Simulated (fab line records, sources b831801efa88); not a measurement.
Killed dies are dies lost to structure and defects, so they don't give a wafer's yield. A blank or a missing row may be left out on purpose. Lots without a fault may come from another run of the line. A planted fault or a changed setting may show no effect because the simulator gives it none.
Chamber matching | flow sky130 | SKY_VIA3_CMP_02 on cmp-01: 4 sister chambers
The step polishes SiO2. 8 wafers are shown with their chamber, then 8 later ones without.

WAFERS WITH THEIR CHAMBER
wafer  | chamber | motor_current_A (A) | slurry_filter_dp_kPa (kPa)
L852.6 | 2       | 10.6                | 13.79
L853.5 | 3       | 10.4                | 13.33
L857.2 | 3       | 9.9                 | 13.78
L857.6 | 0       | 12.6                | 13.71
L859.2 | 1       | 12.0                | 13.60
L859.3 | 0       | 12.7                | 13.28
L859.5 | 2       | 10.4                | 13.61
L860.1 | 1       | 11.6                | 13.56

WAFERS WITHOUT THEIR CHAMBER
wafer  | motor_current_A (A) | slurry_filter_dp_kPa (kPa)
L860.3 | 12.3                | 13.47
L860.5 | 11.9                | 13.27
L861.1 | 10.0                | 13.52
L861.3 | 10.8                | 13.58
L861.6 | 12.4                | 13.74
L869.4 | 12.7                | 13.49
L869.5 | 12.1                | 13.59
L869.6 | 12.6                | 13.55

WHICH CHAMBER EACH WENT THROUGH
wafer  | from the rows above     | in truth
L860.3 | can't be placed: 0 or 1 | 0
L860.5 | can't be placed: 1 or 0 | 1
L861.1 | can't be placed: 3 or 2 | 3
L861.3 | can't be placed: 2 or 3 | 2
L861.6 | can't be placed: 0 or 1 | 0
L869.4 | 0                       | 0
L869.5 | can't be placed: 1 or 0 | 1
L869.6 | 0                       | 0
Placed correctly: 2 of 8. Can't be placed from these rows: 6 (the true chamber is among the candidates in 6). Placed wrongly: 0.
How it was worked out, from the rows above alone: a wafer's distance from a chamber is the root of the sum, over the readings, of the square of ((its reading less the chamber's mean) divided by the reading's scatter). The wafer belongs to the nearest chamber; if the next one is less than 2 further off, it can't be placed. A chamber's mean is the mean of its shown wafers. The scatter: the root of (the sum of the squares of (reading less its chamber's mean) over the shown wafers, divided by (wafers less chambers)).
